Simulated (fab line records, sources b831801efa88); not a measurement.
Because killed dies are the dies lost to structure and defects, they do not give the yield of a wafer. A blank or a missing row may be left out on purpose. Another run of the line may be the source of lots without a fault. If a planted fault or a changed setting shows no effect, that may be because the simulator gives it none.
Which tool was responsible? || flow gf180mcu || 6 lots, 18 wafers sampled, at 1 step of a route of 602

## WHAT THE GAUGES SHOWED, per wafer
GF_V2_THK_MEAS_03.
{"lot": "L926", "measured": "day 20 09:18", "on": "film-metro-03", "V2_CVD_02_THK (nm)": "861 868 876"}
{"lot": "L928", "measured": "day 20 21:15", "on": "film-metro-02", "V2_CVD_02_THK (nm)": "862 867 863"}
{"lot": "L937", "measured": "day 23 23:55", "on": "film-metro-02", "V2_CVD_02_THK (nm)": "853 857 866"}
{"lot": "L939", "measured": "day 24 02:44", "on": "film-metro-01", "V2_CVD_02_THK (nm)": "862 863 874"}
{"lot": "L944", "measured": "day 25 17:56", "on": "film-metro-03", "V2_CVD_02_THK (nm)": "856 845 863"}
{"lot": "L947", "measured": "day 26 15:03", "on": "film-metro-03", "V2_CVD_02_THK (nm)": "840 865 873"}

## TOOL THAT RAN EACH LOT (tool first, then ch and the chambers of the sampled wafers, then the start)
The record holds no process step before these readings.

## THE ANSWER, worked out from the rows above alone
Rule: the usual values come from the lots themselves. The widest of any qualifying gaps counts: lots, ordered by their means at a reading, are off when they make up no more than a third of the lots, leave a main group of 4 or more, and stand apart from it by 3 or more times the standard deviation of that group's means. A main group is skipped when, at the precision printed for the reading in the tables above, its means are all equal. Also off: a lot with no number at a reading for which 4 or more lots have one. All remaining lots with rows at the step are treated as sound.
Nothing can be told from this: no lot is off at any reading shown.

## WHAT WAS PUT IN BY THE SIMULATOR
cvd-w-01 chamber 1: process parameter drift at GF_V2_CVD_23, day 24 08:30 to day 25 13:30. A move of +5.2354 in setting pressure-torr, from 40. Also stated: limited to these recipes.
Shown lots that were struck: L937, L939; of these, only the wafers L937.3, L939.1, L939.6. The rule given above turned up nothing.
